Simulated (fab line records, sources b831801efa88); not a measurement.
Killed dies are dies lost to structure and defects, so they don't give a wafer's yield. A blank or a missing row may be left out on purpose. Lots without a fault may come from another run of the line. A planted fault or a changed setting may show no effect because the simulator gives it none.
fab line records | flow sfq_line
record lots=7 wafers=19 last_day=92
route steps=325 shown M0@32 I0@43
lots that met no fault: from a run of the same line without faults
start_h: hours from the record's first day to the start of the lot's first wafer shown | wait_h: hours since the lot's step before | " the same as in the row above | L1.1+2: a row that stands for several wafers | - no value, or no start given | * or withheld: withheld | < > ~ a bound
route shown NAME@n: a module of which the file shows steps, and the number in the route of the first | usual: mean/standard deviation of fault-free wafers | same: alike in all rows | chamber/n: place in a boat | sites: the reading at each site | _std_site: their standard deviation | _edge_site: outer sites' mean less inner sites' | radius_mm: how far each site lies from the wafer's centre | mask NAME#n: copy n | behind: the tool/chamber that last shaped the wafer | hold: why the lot was held/for how many hours/how that ended | device: the transistor (n, p or np) that didn't switch | end of line: the same wafers' tests at the end of the route | a step without rows: its recipe alone | killed: dies lost to structure and defects at the first sort, not the wafer's yield | map: a wafer's dies, x killed, . not, _ none there
set.NAME: the setting as run; set.NAME@STEP: as run at that earlier step | model.NAME: the simulator's own value behind a step, which no gauge read
lots at some steps of the route; a table a step, a row a wafer
services: from which hour (start_h, from the record's first day; less than 0 if before it) a tool's chamber was out of use, for how many hours, and why
## steps
# step SFQ_TRILAYER_M0_LITHO_COAT_026
# recipe resist=BARC spin_rpm=3000 resist_thk_nm=62
# step SFQ_TRILAYER_M0_LITHO_COAT_021
# recipe resist=KrF spin_rpm=3000 resist_thk_nm=600
# step SFQ_TRILAYER_M0_LITHO_SOFTBAKE_025
# recipe temp_c=withheld time_s=withheld resist=KrF
# step SFQ_TRILAYER_M0_LITHO_EXPOSE_022
# recipe mask_id=M0 na=0.6 source_shape=conventional sigma_outer=0.65 target_cd_nm=500 dose_mj=14.4
# step SFQ_TRILAYER_M0_LITHO_PEB_024
# recipe peb_temp_c=115 peb_time_s=60 resist=KrF
# step SFQ_TRILAYER_M0_LITHO_DEVELOP_023
# recipe time_s=60 resist=KrF
# step SFQ_M0_OVL_MEAS_906
# usual M0_OVL=0/5.7
# columns lot.wafer tool chamber start_h wait_h M0_OVL[nm]
L218.3 overlay-02 - 297.50 0.1 3
L218.4 " - " " 9
L218.5 " - " " 7
L219.2 overlay-01 - 303.49 0.1 3
L219.6 " - " " -9
L220.5 overlay-02 - 310.71 0.0 -5
L220.6 " - " " 3
L228.1 overlay-02 - 381.26 0.1 0
L228.2 " - " " -2
L228.4 " - " " -1
L231.2 overlay-01 - 404.19 0.1 6
L231.4 " - " " -1
L231.6 " - " " 0
L232.2 overlay-01 - 409.11 0.1 1
L232.3 " - " " -3
L232.6 " - " " 4
L236.1 overlay-02 - 446.23 0.1 3
L236.3 " - " " -2
L236.4 " - " " -7
# step SFQ_TRILAYER_M0_BARC_OPEN_METAL_ETCH_031
# recipe mask_material=PR chemistry=O2 target_depth_nm=125 target=BARC icp_w=600 bias_w=80 pressure_mtorr=10 time_s=41.7
# usual drypump_motor_current_A=6.09/0.28 oes_product_au=0.685/0.0048
# columns lot.wafer tool chamber start_h wait_h drypump_motor_current_A oes_product_au rf_hours_counter_h
L218.3 rie_metal-02 0 297.54 0.0 6.23 0.679 -
L218.4 " 1 " " 5.84 0.684 -
L218.5 " 1 " " 5.91 0.688 -
L219.2 rie_metal-03 0 303.52 0.0 6.56 0.678 48
L219.6 " 0 " " 6.59 0.688 -
L220.5 rie_metal-02 1 310.76 0.0 5.90 0.678 -
L220.6 " 0 " " 6.23 0.690 -
L228.1 rie_metal-02 1 381.29 0.0 5.88 0.687 35
L228.2 " 0 " " 6.23 0.680 92
L228.4 " 1 " " 5.88 0.691 -
L231.2 rie_metal-02 1 404.22 0.0 5.89 0.696 38
L231.4 " 1 " " 5.91 0.681 -
L231.6 " 0 " " 6.26 0.686 -
L232.2 rie_metal-03 1 409.14 0.0 5.74 0.683 57
L232.3 " 0 " " 6.59 0.691 -
L232.6 " 0 " " 6.63 0.684 -
L236.1 rie_metal-02 0 446.27 0.0 6.22 0.690 100
L236.3 " 0 " " 6.22 0.681 -
L236.4 " 1 " " 5.87 0.683 -
# step SFQ_TRILAYER_M0_ETCH_METAL_ETCH_024
# recipe target=Nb stop_on=SiO2 mask_material=PR chemistry=Cl2/Ar target_depth_nm=240 icp_w=600 bias_w=80 pressure_mtorr=10 time_s=120
# usual drypump_motor_current_A=6.09/0.29 oes_product_au=0.893/0.0067
# columns lot.wafer tool chamber start_h wait_h drypump_motor_current_A oes_product_au rf_hours_counter_h
L218.3 rie_metal-02 0 297.62 0.1 6.25 0.887 -
L218.4 " 1 " " 5.89 0.891 -
L218.5 " 1 " " 5.87 0.884 -
L219.2 rie_metal-03 0 303.58 0.0 6.65 0.900 48
L219.6 " 0 " " 6.61 0.905 -
L220.5 rie_metal-02 1 310.86 0.1 5.89 0.885 -
L220.6 " 0 " " 6.25 0.903 -
L228.1 rie_metal-02 1 381.35 0.0 5.86 0.909 35
L228.2 " 0 " " 6.27 0.903 92
L228.4 " 1 " " 5.88 0.886 -
L231.2 rie_metal-02 1 404.28 0.0 5.90 0.891 38
L231.4 " 1 " " 5.91 0.889 -
L231.6 " 0 " " 6.28 0.894 -
L232.2 rie_metal-03 1 409.20 0.0 5.71 0.889 57
L232.3 " 0 " " 6.56 0.885 -
L232.6 " 0 " " 6.54 0.891 -
L236.1 rie_metal-02 0 446.33 0.0 6.25 0.897 100
L236.3 " 0 " " 6.28 0.898 -
L236.4 " 1 " " 5.87 0.901 -
# step SFQ_TRILAYER_M0_STRIP_STRIP_025
# recipe gas=O2 power_w=200 platen_temp_c=40 overash_fraction=0.65 chemistry=O2 pressure_mtorr=50
# usual drypump_motor_current_A=6.09/0.29 oes_product_au=1.001/0.0097
# columns lot.wafer tool chamber start_h wait_h drypump_motor_current_A oes_product_au rf_hours_counter_h
L218.3 rie_metal-02 0 297.91 0.2 6.25 0.996 -
L218.4 " 1 " " 5.92 0.998 -
L218.5 " 1 " " 5.88 1.006 -
L219.2 rie_metal-03 0 303.71 0.1 6.56 0.992 48
L219.6 " 0 " " 6.60 0.999 -
L220.5 rie_metal-02 1 311.31 0.4 5.90 1.016 -
L220.6 " 0 " " 6.29 1.001 -
L228.1 rie_metal-02 1 381.48 0.1 5.89 1.002 35
L228.2 " 0 " " 6.22 0.996 92
L228.4 " 1 " " 5.86 1.012 -
L231.2 rie_metal-02 1 404.40 0.1 5.92 1.011 39
L231.4 " 1 " " 5.87 1.011 -
L231.6 " 0 " " 6.28 0.998 -
L232.2 rie_metal-03 1 409.33 0.1 5.72 1.005 58
L232.3 " 0 " " 6.59 1.000 -
L232.6 " 0 " " 6.59 0.998 -
L236.1 rie_metal-02 0 446.45 0.1 6.25 0.995 100
L236.3 " 0 " " 6.21 0.998 -
L236.4 " 1 " " 5.91 0.987 -
# step SFQ_TRILAYER_M0_STRIP_SOLV_CLEAN_026
# recipe chemistry=NMP temp_c=70 time_s=600
# step SFQ_TRILAYER_I0_DEP_PECVD_027
# recipe material=SiO2 temp_c=150 time_s=111.11 pressure_torr=2.4 rf_w=183.3 precursor=SiH4/N2O target_thk_nm=500
# usual heater_power_w=84/18 run_length_s=139.2/0.59 throttle_valve_pct=24.4/1.5
# columns lot.wafer tool chamber start_h wait_h heater_power_w run_length_s throttle_valve_pct model.SiO2_of_TRILAYER_I0_DEP_PECVD_027.thk_nm
L218.3 pecvd-03 0 298.48 0.0 108 139.6 22.0 492.2
L218.4 " 0 " " 92 140.2 22.2 504.8
L218.5 " 1 " " 111 128.7 22.9 453.1
L219.2 pecvd-03 0 304.48 0.0 105 128.9 22.3 453.8
L219.6 " 1 " " 122 139.3 22.7 507.4
L220.5 pecvd-03 2 311.72 0.0 86 128.3 24.0 460.5
L220.6 " 0 " " 105 140.4 22.2 511.1
L228.1 pecvd-03 0 382.27 0.0 97 139.6 22.0 487.9
L228.2 " 2 " " 78 139.5 24.6 488.4
L228.4 " 2 " " 82 139.6 24.6 495.2
L231.2 pecvd-02 2 405.18 0.0 86 139.7 26.3 503.1
L231.4 " 0 " " 52 138.8 25.8 505.1
L231.6 " 1 " " 86 138.5 24.1 513
L232.2 pecvd-04 2 410.10 0.0 91 138.4 24.3 504.5
L232.3 " 0 " " 66 139.8 26.6 505.5
L232.6 " 1 " " 70 139.1 26.1 504.2
L236.1 pecvd-03 2 447.23 0.0 85 139.4 25.0 500.5
L236.3 " 1 " " 102 140.3 23.3 499.7
L236.4 " 2 " " 91 139.3 24.7 504.1
# step SFQ_TRILAYER_I0_CMP_CMP_028
# recipe material=SiO2 down_force_psi=3 platen_rpm=60 pad_velocity_m_s=0.94248
# usual motor_current_A=10.5/1.4 time_to_endpoint_s=215/8.2
# columns lot.wafer tool chamber start_h wait_h motor_current_A time_to_endpoint_s
L218.3 cmp-02 3 299.96 1.4 10.3 203
L218.4 " 1 300.96 2.4 13.5 222
L218.5 " 2 " " 10.0 180
L219.2 cmp-02 2 306.06 1.5 10.2 184
L219.6 " 0 307.06 2.5 9.0 227
L220.5 cmp-02 1 325.22 13.5 13.6 185
L220.6 " 2 " " 9.8 221
L228.4 cmp-02 1 382.35 0.0 13.3 215
L228.1 " 2 " " 10.1 204
L228.2 " 3 " " 10.9 197
L231.2 cmp-02 1 405.75 0.5 13.2 216
L231.4 " 3 406.75 1.5 10.6 211
L231.6 " 1 407.75 2.5 13.4 226
L232.2 cmp-01 3 411.18 1.0 10.1 203
L232.3 " 0 " " 10.1 202
L232.6 " 1 " " 10.9 220
L236.4 cmp-02 1 448.10 0.8 13.8 227
L236.1 " 2 " " 10.5 219
L236.3 " 3 " " 10.0 206
# step SFQ_I0_BOW_MEAS_907
# recipe mode=bow
# usual I0_BOW=2/7.2
# columns lot.wafer tool chamber start_h wait_h I0_BOW[um]
L218.3 film_metro-03 - 302.50 2.0 0
L218.4 " - " " 0
L218.5 " - " " 10
L219.2 film_metro-02 - 307.58 1.0 2
L219.6 " - " " 17
L220.5 film_metro-02 - 326.30 0.6 8
L220.6 " - " " 6
L228.1 film_metro-02 - 385.35 2.0 -1
L228.2 " - " " 5
L228.4 " - " " 9
L231.2 film_metro-03 - 408.27 2.0 14
L231.4 " - " " 16
L231.6 " - " " 10
L232.2 film_metro-04 - 413.20 1.5 8
L232.3 " - " " -12
L232.6 " - " " 0
L236.1 film_metro-04 - 451.10 2.0 -8
L236.3 " - " " 1
L236.4 " - " " 10
## services
# columns tool chamber start_h hours kind
pecvd-03 - 276.44 0.7 repair
cmp-01 - 305.16 11.7 pm
cmp-02 - 320.67 0.6 repair
cmp-01 - 324.94 0.2 repair
pecvd-04 0 330.09 5.1 repair
cmp-02 - 335.22 6.2 pm
pecvd-04 0 384.25 6.7 repair
pecvd-02 0 387.14 6.8 repair
pecvd-02 2 388.24 9.1 repair
cmp-02 - 408.25 4.0 pm
cmp-02 - 412.25 - consumable_replace:conditioner
cmp-02 - 412.25 - consumable_replace:pad
cmp-01 - 414.44 1.6 repair
pecvd-03 - 431.44 0.8 repair
## key
first_sign step=SFQ_TRILAYER_I0_DEP_PECVD_027 reading=run_length_s direction=down sigmas=18 usual=* struck=*
effect step=SFQ_TRILAYER_I0_CMP_CMP_028 reading=time_to_endpoint_s direction=down sigmas=3.9 usual=* struck=*
model_effect step=SFQ_TRILAYER_I0_DEP_PECVD_027 value=SiO2_of_TRILAYER_I0_DEP_PECVD_027.thk_nm without=505.9 struck=455.8
met_at SFQ_TRILAYER_I0_DEP_PECVD_027
struck_wafers L218.5,L219.2,L220.5
fault kind=process_parameter_drift tool=pecvd-03 chamber=- onset_h=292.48 steps=SFQ_TRILAYER_I0_DEP_PECVD_027 channel=time_s offset=* shape=step end_h=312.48 scope=struck_wafers_only acts_in=* stated=*
